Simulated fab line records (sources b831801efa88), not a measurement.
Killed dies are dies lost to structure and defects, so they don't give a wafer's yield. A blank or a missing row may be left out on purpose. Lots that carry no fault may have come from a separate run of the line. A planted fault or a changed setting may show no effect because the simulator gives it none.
The same fault as seen by 2 desks    flow gf180mcu    only its own numbers are on each desk; what lay behind them is given at the end

FROM THE METROLOGY DESK
What the gauges read, lot by lot, whatever tool the lot ran on: means of the sampled wafers that have a number. A lot is out of limits, marked OUT, if its mean lies more than 4 standard deviations from the usual mean; the brackets give that distance.
Columns: A = cd_nm at GF_M3_CD_MEAS_14, usual 279.8 nm; B = V3_CVD_02_THK at GF_V3_THK_MEAS_03, usual 848 nm; C = cd_nm at GF_V3_CD_MEAS_14, usual 259.9 nm
lot   first seen here  A      B    C
L964  day 22 06:33     279.9  855  259.8
L965  day 22 13:18     276.1  846  258.8
L966  day 22 18:33     279.9  845  260.5
L967  day 23 16:31     280.2  856  260.2
L968  day 24 03:17     278.5  856  259.5
L971  day 24 17:41     280.7  856  259.2
L972  day 25 11:27     280.4  839  258.7
L973  day 25 17:22     280.7  844  260.5
L976  day 26 06:29     279.3  849  260.9
L978  day 27 05:20     280.4  844  259.2
L977  day 27 06:26     278.8  860  260.9
L982  day 28 07:17     280.3  848  260.3
L984  day 28 15:20     279.7  848  258.8
L985  day 28 21:50     278.4  845  259.8
This desk's verdict: no lot among the 14 shows anything out of limits.

AT THE TOOL OWNER'S DESK: litho_track-03
The tool's own readings at GF_V3_DEVELOP_13 (develop time 60 s): means of the sampled wafers that have a number, for each lot that ran on this tool. A lot is out of limits, marked OUT, if its mean lies more than 4 standard deviations from the usual mean; the brackets give that distance.
Columns: A = developer_temp_C at GF_V3_DEVELOP_13, usual 21.00 C
lot   first seen here  A
L964  day 23 06:52     21.10
L967  day 24 15:40     20.94
L972  day 26 09:25     21.11
L973  day 26 15:44     21.07
L976  day 27 04:19     20.17 (-7.5) OUT
L978  day 28 02:20     20.04 (-8.8) OUT
This desk's finding: out of limits on L976, L978; first on L976, day 27 04:19 (developer_temp_C at GF_V3_DEVELOP_13). L964, L967, L972, L973: within limits.

PUT TOGETHER
At day 27 04:19, on L976, L978, the tool owner's desk was in a position to raise an alarm.
Nothing out of limits was seen by the metrology desk.
The metrology desk holds a record of L976, L978, inside its limits.
Of the lots named, all ran GF_V3_DEVELOP_13 on litho_track-03.

WHAT HAD BEEN PUT IN BY THE SIMULATOR
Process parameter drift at GF_V3_DEVELOP_13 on litho_track-03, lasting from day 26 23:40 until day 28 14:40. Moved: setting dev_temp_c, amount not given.
Shown lots that were struck: L976, L978.
Hours from the fault's start to each desk's first reading out of limits: the tool owner's desk, 5.
